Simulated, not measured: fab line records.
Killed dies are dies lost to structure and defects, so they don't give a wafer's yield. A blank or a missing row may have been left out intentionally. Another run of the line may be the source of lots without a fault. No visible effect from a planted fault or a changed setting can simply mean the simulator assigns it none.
Chamber matching | flow sfqLine | SFQ_TRILAYER_I6_CMP_CMP_166 on cmp-02 has 4 sister chambers
The step polishes SiO2. 16 wafers are shown with their chamber, then 8 later ones without.

## WAFERS PAIRED WITH THEIR CHAMBERS
wafer  | chamber | motorCurrentA (A) | headPressurePsi (psi) | timeToEndpointS (s)
L482.2 | 1       | 9.8               | 2.997                 | 208
L482.3 | 3       | 10.0              | 3.003                 | 214
L482.6 | 1       | 9.9               | 3.010                 | 222
L484.2 | 2       | 9.6               | 3.004                 | 212
L484.3 | 1       | 9.5               | 3.001                 | 202
L484.6 | 1       | 9.7               | 3.015                 | 215
L488.1 | 1       | 9.9               | 2.997                 | 206
L488.3 | 2       | 10.3              | 2.995                 | 204
L488.4 | 3       | 9.3               | 2.996                 | 210
L489.2 | 0       | 13.9              | 2.996                 | 205
L489.1 | 2       | 9.5               | 3.004                 | 203
L489.5 | 0       | 13.5              | 3.002                 | 215
L490.1 | 0       | 13.0              | 3.002                 | 209
L490.4 | 3       | 9.7               | 2.994                 | 214
L490.5 | 2       | 9.7               | 3.002                 | 220
L495.2 | 3       | 9.5               | 2.995                 | 208

SIGNATURES (averages over the wafers above)
reading         | chamber 0 | chamber 1 | chamber 2 | chamber 3 | scatter within a chamber
motorCurrentA   | 13.467    | 9.760     | 9.775     | 9.625     | 0.313
headPressurePsi | 3.00000   | 3.00400   | 3.00125   | 2.99700   | 0.00572
timeToEndpointS | 209.67    | 210.60    | 209.75    | 211.50    | 6.57
Rule: distance of a wafer from a chamber = root of the sum over the readings of ((wafer's reading minus chamber's mean) / reading's scatter) squared. The wafer belongs to the nearest chamber; if the next one is less than 2 further off, it can't be placed. The scatter is the square root of a quotient: the sum, over the shown wafers, of each reading's squared deviation from its chamber's mean, divided by wafers minus chambers.

## WAFERS MISSING THEIR CHAMBER
wafer  | motorCurrentA (A) | headPressurePsi (psi) | timeToEndpointS (s)
L495.1 | 9.8               | 2.995                 | 197
L495.4 | 10.1              | 2.999                 | 216
L496.1 | 9.7               | 2.990                 | 208
L496.3 | 9.1               | 2.996                 | 204
L496.4 | 9.9               | 3.008                 | 223
L505.1 | 10.3              | 3.003                 | 213
L505.3 | 10.2              | 3.005                 | 211
L505.4 | 13.1              | 3.006                 | 216

## WHICH CHAMBER EACH ONE RAN IN
wafer  | from the rows above          | in truth
L495.1 | can't be placed: 2 or 3 or 1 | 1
L495.4 | can't be placed: 2 or 1 or 3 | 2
L496.1 | can't be placed: 3 or 2 or 1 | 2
L496.3 | can't be placed: 3 or 2 or 1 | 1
L496.4 | can't be placed: 1 or 2 or 3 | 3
L505.1 | can't be placed: 1 or 2 or 3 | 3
L505.3 | can't be placed: 1 or 2 or 3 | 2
L505.4 | 0                            | 0
1 of 8 placed correctly. From these rows, 7 cannot be placed; in 7 the true chamber is one of the candidates. 0 placed wrongly.
